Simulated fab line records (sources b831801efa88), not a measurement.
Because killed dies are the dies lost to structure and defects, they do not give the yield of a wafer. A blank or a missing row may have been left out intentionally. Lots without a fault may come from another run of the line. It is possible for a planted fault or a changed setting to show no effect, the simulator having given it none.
fab line records -- flow sfq_line
record: lots: 5, wafers: 15, last_day: 83
route steps=325 shown I6@270 M7@281 I7@296 M8@311
lots untouched by any fault: they come from a run of this same line in which no faults occurred
start_h: start of the lot's first displayed wafer, in hours after the record's first day -- wait_h: hours since the lot's step before -- " the same as in the row above -- L1.1+2: a row that stands for several wafers -- - no value, or no start was given -- * or withheld: withheld -- < > ~ a bound
route shown NAME@n: a module of which the file shows steps, and the number in the route of the first -- usual: mean/standard deviation of fault-free wafers -- same: alike in all rows -- chamber/n: place in a boat -- sites: each site's reading -- _std_site: how widely they spread, as a standard deviation -- _edge_site: outer sites' mean less inner sites' -- radius_mm: how far each site lies from the wafer's centre -- mask NAME#n: copy n -- behind: the last tool/chamber to shape the wafer -- hold: why the lot was held/for how many hours/how that ended -- device: the n, p or np transistor that did not switch -- end of line: the tests these same wafers got at the end of their route -- a step given without rows: its recipe and nothing more -- killed: dies lost to structure and defects at the first sort, not the wafer's yield -- map: a wafer's dies, marking killed ones x, the rest . and places with no die _
set.NAME: the setting as run; set.NAME@STEP: as run at that earlier step -- model.NAME: the simulator's own value behind a step, which no gauge read
lots seen at some steps along the route; tables by step, rows by wafer
services: a tool's chamber out of use, with start hour (start_h, from the record's first day; less than 0 if before it), hours out, and reason
== steps ==
step: SFQ_TRILAYER_I6_VIA_LITHO_COAT_174
recipe: resist: BARC, spin_rpm: 3000, resist_thk_nm: 62
step: SFQ_TRILAYER_I6_VIA_LITHO_COAT_169
recipe: resist: KrF, spin_rpm: 3000, resist_thk_nm: 650
step: SFQ_TRILAYER_I6_VIA_LITHO_SOFTBAKE_173
recipe: temp_c: withheld, time_s: withheld, resist: KrF
step: SFQ_TRILAYER_I6_VIA_LITHO_EXPOSE_170
recipe: mask_id: I6, na: 0.6, source_shape: conventional, sigma_outer: 0.65, target_cd_nm: 700, dose_mj: 21.3
step: SFQ_TRILAYER_I6_VIA_LITHO_PEB_172
recipe: peb_temp_c: 115, peb_time_s: 60, resist: KrF
step: SFQ_TRILAYER_I6_VIA_LITHO_DEVELOP_171
recipe: time_s: 60, resist: KrF
step: SFQ_I6_OVL_MEAS_942
usual: I6_OVL: 0/5.2
lot.wafer,tool,chamber,start_h,wait_h,I6_OVL[nm]
L304.1,overlay-01,-,1735.68,0.1,-4
L304.2,overlay-01,-,1735.68,0.1,-2
L304.3,overlay-01,-,1735.68,0.1,-1
L314.2,overlay-02,-,1887.56,0.1,-2
L314.4,overlay-02,-,1887.56,0.1,-1
L314.5,overlay-02,-,1887.56,0.1,-1
L316.1,overlay-02,-,1892.35,0.1,-5
L316.2,overlay-02,-,1892.35,0.1,1
L316.6,overlay-02,-,1892.35,0.1,-2
L317.3,overlay-01,-,1893.57,0.1,8
L317.4,overlay-01,-,1893.57,0.1,6
L317.5,overlay-01,-,1893.57,0.1,3
L318.1,overlay-01,-,1895.95,0.1,-4
L318.2,overlay-01,-,1895.95,0.1,-6
L318.3,overlay-01,-,1895.95,0.1,-2
step: SFQ_TRILAYER_I6_VIA_BARC_OPEN_VIA_ETCH_235
recipe: mask_material: PR, chemistry: O2, target_depth_nm: 125, target: BARC, source_w: 500, bias_w: 80, pressure_mtorr: 30, time_s: 41.7
usual: drypump_motor_current_A: 5.6/0.44, oes_product_au: 0.685/0.0042
lot.wafer,tool,chamber,start_h,wait_h,drypump_motor_current_A,oes_product_au,rf_hours_counter_h
L304.1,rie_diel-04,3,1735.72,0.0,5.6,0.686,6
L304.2,rie_diel-04,2,1735.72,0.0,5.5,0.686,3
L304.3,rie_diel-04,0,1735.72,0.0,6.1,0.690,12
L314.2,rie_diel-04,1,1887.59,0.0,4.8,0.677,6
L314.4,rie_diel-04,0,1887.59,0.0,6.1,0.681,14
L314.5,rie_diel-04,1,1887.59,0.0,4.9,0.686,-
L316.1,rie_diel-02,2,1892.39,0.0,5.6,0.691,10
L316.2,rie_diel-02,0,1892.39,0.0,6.3,0.681,18
L316.6,rie_diel-02,1,1892.39,0.0,5.1,0.685,-
L317.3,rie_diel-04,1,1893.59,0.0,4.8,0.689,6
L317.4,rie_diel-04,3,1893.59,0.0,5.6,0.689,9
L317.5,rie_diel-04,2,1893.59,0.0,5.6,0.677,-
L318.1,rie_diel-01,2,1895.99,0.0,5.7,0.683,16
L318.2,rie_diel-01,1,1895.99,0.0,5.8,0.689,10
L318.3,rie_diel-01,3,1895.99,0.0,5.1,0.683,0
step: SFQ_TRILAYER_I6_VIA_ETCH_VIA_ETCH_172
recipe: target: SiO2, stop_on: Nb, mask_material: PR, taper_deg: 20, chemistry: CHF3, target_depth_nm: 260, source_w: 500, bias_w: 80, pressure_mtorr: 30, time_s: withheld
step: SFQ_TRILAYER_I6_VIA_STRIP_STRIP_173
recipe: gas: O2, power_w: 200, platen_temp_c: 40, overash_fraction: 0.65, chemistry: O2, pressure_mtorr: 50
step: SFQ_TRILAYER_I6_VIA_STRIP_SOLV_CLEAN_174
recipe: chemistry: NMP, temp_c: 70, time_s: 600
step: SFQ_TRILAYER_M7_DEP_PRE_CLEAN_176
recipe: gas: Ar, time_s: 22.5, bias_v: 250
step: SFQ_TRILAYER_M7_DEP_SPUTTER_175
recipe: material: Nb, base_pressure_pa: 1.33e-06, chamber_pressure_pa: 0.1333, substrate_temp_c: 20, target_thk_nm: 200, power_w: 2000, time_s: 133.3
usual: throttle_valve_pct: 30.0/1.1
lot.wafer,tool,chamber,start_h,wait_h,throttle_valve_pct,model.Nb_of_TRILAYER_M7_DEP_SPUTTER_175.thk_nm
L304.1,pvd_sputter-05,-,1736.67,0.0,31.3,273.2
L304.2,pvd_sputter-05,-,1736.67,0.0,31.7,197.9
L304.3,pvd_sputter-05,-,1736.67,0.0,28.3,197.9
L314.2,pvd_sputter-06,-,1888.55,0.0,29.0,202.8
L314.4,pvd_sputter-06,-,1888.55,0.0,29.1,201.3
L314.5,pvd_sputter-06,-,1888.55,0.0,29.3,201.5
L316.1,pvd_sputter-05,-,1893.35,0.0,30.0,200.1
L316.2,pvd_sputter-05,-,1893.35,0.0,31.0,200.6
L316.6,pvd_sputter-05,-,1893.35,0.0,31.3,199.5
L317.3,pvd_sputter-06,-,1894.55,0.0,29.3,199.2
L317.4,pvd_sputter-06,-,1894.55,0.0,29.6,198.9
L317.5,pvd_sputter-06,-,1894.55,0.0,29.0,200
L318.1,pvd_sputter-03,-,1897.55,0.0,30.6,203.6
L318.2,pvd_sputter-03,-,1897.55,0.0,29.4,203.1
L318.3,pvd_sputter-03,-,1897.55,0.0,31.9,203.3
step: SFQ_M7_RS_MEAS_943
recipe: thk_meas_gauge: four-point-probe, reads: Nb_of_TRILAYER_M7_DEP_SPUTTER_175
usual: M7_NB_RS: 0.886/0.0073
lot.wafer,tool,chamber,start_h,wait_h,M7_NB_RS[ohm/sq]
L304.1,film_metro-01,-,1736.76,0.0,0.649
L304.2,film_metro-01,-,1736.76,0.0,0.898
L304.3,film_metro-01,-,1736.76,0.0,0.900
L314.2,film_metro-04,-,1888.66,0.1,0.876
L314.4,film_metro-04,-,1888.66,0.1,0.883
L314.5,film_metro-04,-,1888.66,0.1,0.884
L316.1,film_metro-02,-,1893.44,0.0,0.891
L316.2,film_metro-02,-,1893.44,0.0,0.888
L316.6,film_metro-02,-,1893.44,0.0,0.895
L317.3,film_metro-04,-,1894.68,0.1,0.893
L317.4,film_metro-04,-,1894.68,0.1,0.895
L317.5,film_metro-04,-,1894.68,0.1,0.890
L318.1,film_metro-04,-,1897.64,0.0,0.873
L318.2,film_metro-04,-,1897.64,0.0,0.876
L318.3,film_metro-04,-,1897.64,0.0,0.873
step: SFQ_TRILAYER_M7_LITHO_COAT_182
recipe: resist: BARC, spin_rpm: 3000, resist_thk_nm: 62
step: SFQ_TRILAYER_M7_LITHO_COAT_177
recipe: resist: KrF, spin_rpm: 3000, resist_thk_nm: 600
step: SFQ_TRILAYER_M7_LITHO_SOFTBAKE_181
recipe: temp_c: withheld, time_s: withheld, resist: KrF
step: SFQ_TRILAYER_M7_LITHO_EXPOSE_178
recipe: mask_id: M7, na: 0.6, source_shape: conventional, sigma_outer: 0.65, target_cd_nm: 500, dose_mj: 14.4
step: SFQ_TRILAYER_M7_LITHO_PEB_180
recipe: peb_temp_c: 115, peb_time_s: 60, resist: KrF
step: SFQ_TRILAYER_M7_LITHO_DEVELOP_179
recipe: time_s: 60, resist: KrF
step: SFQ_M7_OVL_MEAS_945
usual: M7_OVL: 2/5.1
lot.wafer,tool,chamber,start_h,wait_h,M7_OVL[nm]
L304.1,overlay-02,-,1741.74,0.1,6
L304.2,overlay-02,-,1741.74,0.1,2
L304.3,overlay-02,-,1741.74,0.1,10
L314.2,overlay-02,-,1891.07,0.1,2
L314.4,overlay-02,-,1891.07,0.1,7
L314.5,overlay-02,-,1891.07,0.1,10
L316.1,overlay-02,-,1895.87,0.1,4
L316.2,overlay-02,-,1895.87,0.1,-1
L316.6,overlay-02,-,1895.87,0.1,11
L317.3,overlay-02,-,1899.48,0.1,10
L317.4,overlay-02,-,1899.48,0.1,2
L317.5,overlay-02,-,1899.48,0.1,5
L318.1,overlay-02,-,1901.87,0.1,9
L318.2,overlay-02,-,1901.87,0.1,11
L318.3,overlay-02,-,1901.87,0.1,1
step: SFQ_TRILAYER_M7_BARC_OPEN_METAL_ETCH_229
recipe: mask_material: PR, chemistry: O2, target_depth_nm: 125, target: BARC, icp_w: 600, bias_w: 80, pressure_mtorr: 10, time_s: 41.7
usual: drypump_motor_current_A: 5.9/0.53, oes_product_au: 0.685/0.0048
lot.wafer,tool,chamber,start_h,wait_h,drypump_motor_current_A,oes_product_au,rf_hours_counter_h
L304.1,rie_metal-04,0,1741.77,0.0,6.2,0.681,67
L304.2,rie_metal-04,1,1741.77,0.0,5.3,0.695,83
L304.3,rie_metal-04,1,1741.77,0.0,5.3,0.676,-
L314.2,rie_metal-03,1,1891.10,0.0,5.0,0.688,49
L314.4,rie_metal-03,1,1891.10,0.0,5.0,0.682,-
L314.5,rie_metal-03,1,1891.10,0.0,5.0,0.680,-
L316.1,rie_metal-03,0,1895.90,0.0,6.0,0.687,113
L316.2,rie_metal-03,1,1895.90,0.0,5.0,0.685,50
L316.6,rie_metal-03,1,1895.90,0.0,5.0,0.685,-
L317.3,rie_metal-02,1,1899.52,0.0,5.9,0.683,-
L317.4,rie_metal-02,0,1899.52,0.0,6.6,0.684,-
L317.5,rie_metal-02,0,1899.52,0.0,6.6,0.677,-
L318.1,rie_metal-04,0,1901.90,0.0,6.2,0.685,95
L318.2,rie_metal-04,1,1901.90,0.0,5.3,0.683,105
L318.3,rie_metal-04,1,1901.90,0.0,5.3,0.682,-
step: SFQ_TRILAYER_M7_ETCH_METAL_ETCH_180
recipe: target: Nb, stop_on: SiO2, mask_material: PR, chemistry: Cl2/Ar, target_depth_nm: 240, icp_w: 600, bias_w: 80, pressure_mtorr: 10, time_s: 120
usual: drypump_motor_current_A: 5.9/0.53, oes_product_au: 0.896/0.0064
lot.wafer,tool,chamber,start_h,wait_h,drypump_motor_current_A,oes_product_au,rf_hours_counter_h
L304.1,rie_metal-04,0,1741.83,0.0,6.2,0.988,67
L304.2,rie_metal-04,1,1741.83,0.0,5.3,0.882,83
L304.3,rie_metal-04,1,1741.83,0.0,5.3,0.893,-
L314.2,rie_metal-03,1,1891.16,0.0,5.0,0.890,49
L314.4,rie_metal-03,1,1891.16,0.0,5.0,0.899,-
L314.5,rie_metal-03,1,1891.16,0.0,5.0,0.898,-
L316.1,rie_metal-03,0,1895.96,0.0,6.0,0.896,113
L316.2,rie_metal-03,1,1895.96,0.0,5.0,0.898,50
L316.6,rie_metal-03,1,1895.96,0.0,5.0,0.891,-
L317.3,rie_metal-02,1,1899.60,0.1,5.9,0.893,-
L317.4,rie_metal-02,0,1899.60,0.1,6.6,0.894,-
L317.5,rie_metal-02,0,1899.60,0.1,6.6,0.901,-
L318.1,rie_metal-04,0,1901.96,0.0,6.2,0.903,95
L318.2,rie_metal-04,1,1901.96,0.0,5.3,0.902,105
L318.3,rie_metal-04,1,1901.96,0.0,5.3,0.908,-
step: SFQ_TRILAYER_M7_STRIP_STRIP_181
recipe: gas: O2, power_w: 200, platen_temp_c: 40, overash_fraction: 0.65, chemistry: O2, pressure_mtorr: 50
usual: drypump_motor_current_A: 5.9/0.53, oes_product_au: 0.998/0.0097
lot.wafer,tool,chamber,start_h,wait_h,drypump_motor_current_A,oes_product_au,rf_hours_counter_h
L304.1,rie_metal-04,0,1741.96,0.1,6.2,0.993,67
L304.2,rie_metal-04,1,1741.96,0.1,5.3,1.008,84
L304.3,rie_metal-04,1,1741.96,0.1,5.3,1.002,-
L314.2,rie_metal-03,1,1891.29,0.1,5.0,1.002,49
L314.4,rie_metal-03,1,1891.29,0.1,5.0,1.015,-
L314.5,rie_metal-03,1,1891.29,0.1,5.0,1.009,-
L316.1,rie_metal-03,0,1896.09,0.1,6.0,1.002,113
L316.2,rie_metal-03,1,1896.09,0.1,5.0,1.001,50
L316.6,rie_metal-03,1,1896.09,0.1,5.0,0.996,-
L317.3,rie_metal-02,1,1899.89,0.2,6.0,0.990,-
L317.4,rie_metal-02,0,1899.89,0.2,6.6,0.989,-
L317.5,rie_metal-02,0,1899.89,0.2,6.6,0.988,-
L318.1,rie_metal-04,0,1902.09,0.1,6.2,1.004,95
L318.2,rie_metal-04,1,1902.09,0.1,5.3,1.015,105
L318.3,rie_metal-04,1,1902.09,0.1,5.3,1.011,-
step: SFQ_TRILAYER_M7_STRIP_SOLV_CLEAN_182
recipe: chemistry: NMP, temp_c: 70, time_s: 600
step: SFQ_TRILAYER_I7_DEP_PECVD_183
recipe: material: SiO2, temp_c: 150, time_s: 111.11, pressure_torr: 2.4, rf_w: 183.3, precursor: SiH4/N2O, target_thk_nm: 500
step: SFQ_TRILAYER_I7_CMP_CMP_184
recipe: material: SiO2, down_force_psi: 3, platen_rpm: 60, pad_velocity_m_s: 0.94248
usual: motor_current_A: 10.6/0.57, slurry_flow_ml_min: 150.0/0.47, time_to_endpoint_s: 213/5.9
lot.wafer,tool,chamber,start_h,wait_h,motor_current_A,slurry_flow_ml_min,time_to_endpoint_s
L304.2,cmp-02,1,1743.41,0.6,10.0,149.7,220
L304.3,cmp-02,2,1743.41,0.6,11.6,149.0,211
L304.1,cmp-02,3,1743.41,0.6,10.6,150.5,210
L314.2,cmp-02,3,1892.16,0.0,10.2,150.4,206
L314.4,cmp-02,0,1892.16,0.0,9.9,149.6,215
L314.5,cmp-02,0,1894.66,2.5,10.1,149.8,220
L316.2,cmp-02,3,1896.94,0.0,11.3,150.2,211
L316.1,cmp-02,1,1897.94,1.0,10.6,149.6,222
L316.6,cmp-02,0,1899.44,2.5,9.6,149.6,215
L317.3,cmp-02,0,1900.54,0.0,9.7,150.1,207
L317.4,cmp-02,2,1901.54,1.0,11.7,149.8,223
L317.5,cmp-02,1,1903.04,2.5,9.9,149.9,220
L318.2,cmp-01,1,1903.28,0.4,10.5,150.0,205
L318.3,cmp-01,2,1903.28,0.4,11.0,150.0,214
L318.1,cmp-01,0,1904.78,1.9,10.4,148.6,214
step: SFQ_I7_BOW_MEAS_946
recipe: mode: bow
usual: I7_BOW: 6/10
lot.wafer,tool,chamber,start_h,wait_h,I7_BOW[um]
L304.1,film_metro-01,-,1745.91,1.0,-1
L304.2,film_metro-01,-,1745.91,1.0,6
L304.3,film_metro-01,-,1745.91,1.0,9
L314.2,film_metro-01,-,1895.18,2.5,22
L314.4,film_metro-01,-,1895.18,2.5,1
L314.5,film_metro-01,-,1895.18,2.5,25
L316.1,film_metro-01,-,1899.94,1.5,-11
L316.2,film_metro-01,-,1899.94,1.5,9
L316.6,film_metro-01,-,1899.94,1.5,0
L317.3,film_metro-03,-,1903.58,2.5,8
L317.4,film_metro-03,-,1903.58,2.5,-8
L317.5,film_metro-03,-,1903.58,2.5,1
L318.1,film_metro-02,-,1906.28,1.0,0
L318.2,film_metro-02,-,1906.28,1.0,8
L318.3,film_metro-02,-,1906.28,1.0,4
step: SFQ_TRILAYER_I7_METRO_MEASURE_185
step: SFQ_TRILAYER_I7_VIA_LITHO_COAT_192
recipe: resist: BARC, spin_rpm: 3000, resist_thk_nm: 62
step: SFQ_TRILAYER_I7_VIA_LITHO_COAT_187
recipe: resist: KrF, spin_rpm: 3000, resist_thk_nm: 650
step: SFQ_TRILAYER_I7_VIA_LITHO_SOFTBAKE_191
recipe: temp_c: withheld, time_s: withheld, resist: KrF
step: SFQ_TRILAYER_I7_VIA_LITHO_EXPOSE_188
recipe: mask_id: I7, na: 0.6, source_shape: conventional, sigma_outer: 0.65, target_cd_nm: 1000, dose_mj: 21.3
step: SFQ_TRILAYER_I7_VIA_LITHO_PEB_190
recipe: peb_temp_c: 115, peb_time_s: 60, resist: KrF
step: SFQ_TRILAYER_I7_VIA_LITHO_DEVELOP_189
recipe: time_s: 60, resist: KrF
step: SFQ_I7_OVL_MEAS_947
usual: I7_OVL: 3/6.2
lot.wafer,tool,chamber,start_h,wait_h,I7_OVL[nm]
L304.1,overlay-02,-,1753.74,0.1,12
L304.2,overlay-02,-,1753.74,0.1,-1
L304.3,overlay-02,-,1753.74,0.1,13
L314.2,overlay-02,-,1900.67,0.1,15
L314.4,overlay-02,-,1900.67,0.1,11
L314.5,overlay-02,-,1900.67,0.1,11
L316.1,overlay-02,-,1910.27,0.1,5
L316.2,overlay-02,-,1910.27,0.1,-3
L316.6,overlay-02,-,1910.27,0.1,-6
L317.3,overlay-02,-,1912.68,0.1,8
L317.4,overlay-02,-,1912.68,0.1,1
L317.5,overlay-02,-,1912.68,0.1,6
L318.1,overlay-02,-,1915.07,0.1,18
L318.2,overlay-02,-,1915.07,0.1,1
L318.3,overlay-02,-,1915.07,0.1,15
step: SFQ_TRILAYER_I7_VIA_BARC_OPEN_VIA_ETCH_260
recipe: mask_material: PR, chemistry: O2, target_depth_nm: 125, target: BARC, source_w: 500, bias_w: 80, pressure_mtorr: 30, time_s: 41.7
step: SFQ_TRILAYER_I7_VIA_ETCH_VIA_ETCH_190
recipe: target: SiO2, stop_on: Nb, mask_material: PR, taper_deg: 20, chemistry: CHF3, target_depth_nm: 260, source_w: 500, bias_w: 80, pressure_mtorr: 30, time_s: withheld
step: SFQ_TRILAYER_I7_VIA_STRIP_STRIP_191
recipe: gas: O2, power_w: 200, platen_temp_c: 40, overash_fraction: 0.65, chemistry: O2, pressure_mtorr: 50
usual: drypump_motor_current_A: 5.7/0.51, oes_product_au: 0.997/0.0082
lot.wafer,tool,chamber,start_h,wait_h,drypump_motor_current_A,oes_product_au,rf_hours_counter_h
L304.1,rie_metal-01,1,1753.92,-,5.7,0.992,101
L304.2,rie_metal-01,0,1753.92,-,5.3,0.999,126
L304.3,rie_metal-01,0,1753.92,-,5.2,0.994,-
L314.2,rie_metal-03,0,1900.86,-,5.9,1.001,114
L314.4,rie_metal-03,1,1900.86,-,5.0,0.992,-
L314.5,rie_metal-03,1,1900.86,-,5.0,0.993,-
L316.1,rie_metal-01,0,1910.46,-,5.3,1.013,1
L316.2,rie_metal-01,1,1910.46,-,5.7,1.012,124
L316.6,rie_metal-01,0,1910.46,-,5.3,1.008,-
L317.3,rie_metal-02,1,1913.06,-,5.9,0.990,-
L317.4,rie_metal-02,0,1913.06,-,6.6,0.980,-
L317.5,rie_metal-02,1,1913.06,-,6.0,0.995,-
L318.1,rie_metal-02,1,1915.26,-,6.0,0.995,106
L318.2,rie_metal-02,0,1915.26,-,6.6,0.985,56
L318.3,rie_metal-02,1,1915.26,-,5.9,0.988,-
step: SFQ_TRILAYER_I7_VIA_STRIP_SOLV_CLEAN_192
recipe: chemistry: NMP, temp_c: 70, time_s: 600
step: SFQ_TRILAYER_M8_LITHO_LOR_COAT_197
recipe: resist: lift-off, spin_rpm: 3000
step: SFQ_M8_BOW_MEAS_951
recipe: mode: bow
usual: M8_BOW: 6/11
lot.wafer,tool,chamber,start_h,wait_h,M8_BOW[um],model.etest.m7.comb_log10_ohm,model.etest.m7.ohm_sq
L304.1,film_metro-04,-,1762.06,0.0,-1,0,0.6511
L304.2,film_metro-04,-,1762.06,0.0,5,12,0.8988
L304.3,film_metro-04,-,1762.06,0.0,10,12,0.8988
L314.2,film_metro-01,-,1970.05,0.0,23,12,0.877
L314.4,film_metro-01,-,1970.05,0.0,4,12,0.8837
L314.5,film_metro-01,-,1970.05,0.0,25,12,0.8829
L316.1,film_metro-03,-,1978.43,0.0,-9,12,0.8891
L316.2,film_metro-03,-,1978.43,0.0,12,12,0.8868
L316.6,film_metro-03,-,1978.43,0.0,2,12,0.8916
L317.3,film_metro-04,-,1980.86,0.0,8,12,0.8931
L317.4,film_metro-04,-,1980.86,0.0,-9,12,0.8943
L317.5,film_metro-04,-,1980.86,0.0,0,12,0.8895
L318.1,film_metro-01,-,1983.22,0.0,1,12,0.8735
L318.2,film_metro-01,-,1983.22,0.0,8,12,0.876
L318.3,film_metro-01,-,1983.22,0.0,3,12,0.875
== services ==
tool,chamber,start_h,hours,kind
rie_diel-02,3,1716.63,39.4,repair
rie_diel-01,2,1716.81,10.3,repair
cmp-02,-,1732.14,1.4,repair
pvd_sputter-06,-,1736.35,2.1,repair
rie_metal-04,-,1761.46,1.6,repair
pvd_sputter-06,-,1771.63,41.6,repair
cmp-02,-,1776.41,4.0,pm
cmp-02,-,1780.41,-,consumable_replace:conditioner
cmp-01,-,1798.24,5.5,repair
cmp-01,-,1799.75,1.4,repair
rie_diel-04,0,1802.91,2.8,repair
rie_diel-02,-,1810.16,0.1,repair
rie_metal-04,1,1828.89,28.8,repair
cmp-01,-,1829.00,1.2,repair
rie_diel-02,1,1835.50,2.8,repair
rie_diel-04,0,1840.31,13.9,repair
pvd_sputter-06,-,1850.42,0.8,repair
rie_metal-01,-,1852.67,0.5,repair
rie_diel-04,0,1856.10,8.6,repair
rie_diel-02,3,1860.08,5.5,repair
rie_diel-01,3,1861.26,3.3,repair
cmp-02,-,1866.58,3.8,repair
cmp-01,-,1906.28,4.9,pm
pvd_sputter-03,-,1914.67,1.7,repair
== key ==
first_sign: step: SFQ_M7_RS_MEAS_943, reading: M7_NB_RS, direction: down, sigmas: 33, usual: 0.886, struck: 0.649
effect: step: SFQ_TRILAYER_M7_ETCH_METAL_ETCH_180, reading: oes_product_au, direction: up, sigmas: 14, usual: 0.896, struck: 0.988
model_effect: step: SFQ_TRILAYER_M7_DEP_SPUTTER_175, value: Nb_of_TRILAYER_M7_DEP_SPUTTER_175.thk_nm, without: 196.5, struck: 273.2
model_effect: step: SFQ_M8_BOW_MEAS_951, value: etest.m7.comb_log10_ohm, without: 12, struck: 0
met_at SFQ_TRILAYER_M7_DEP_SPUTTER_175
struck_wafers L304.1
fault: kind: process_parameter_drift, tool: pvd_sputter-05, chamber: -, onset_h: 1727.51, steps: SFQ_TRILAYER_M7_DEP_SPUTTER_175, channel: target_thk_nm, offset: 76.741, shape: step, end_h: 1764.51, scope: struck_wafers_only, acts_in: these_recipes_only, stated: 200
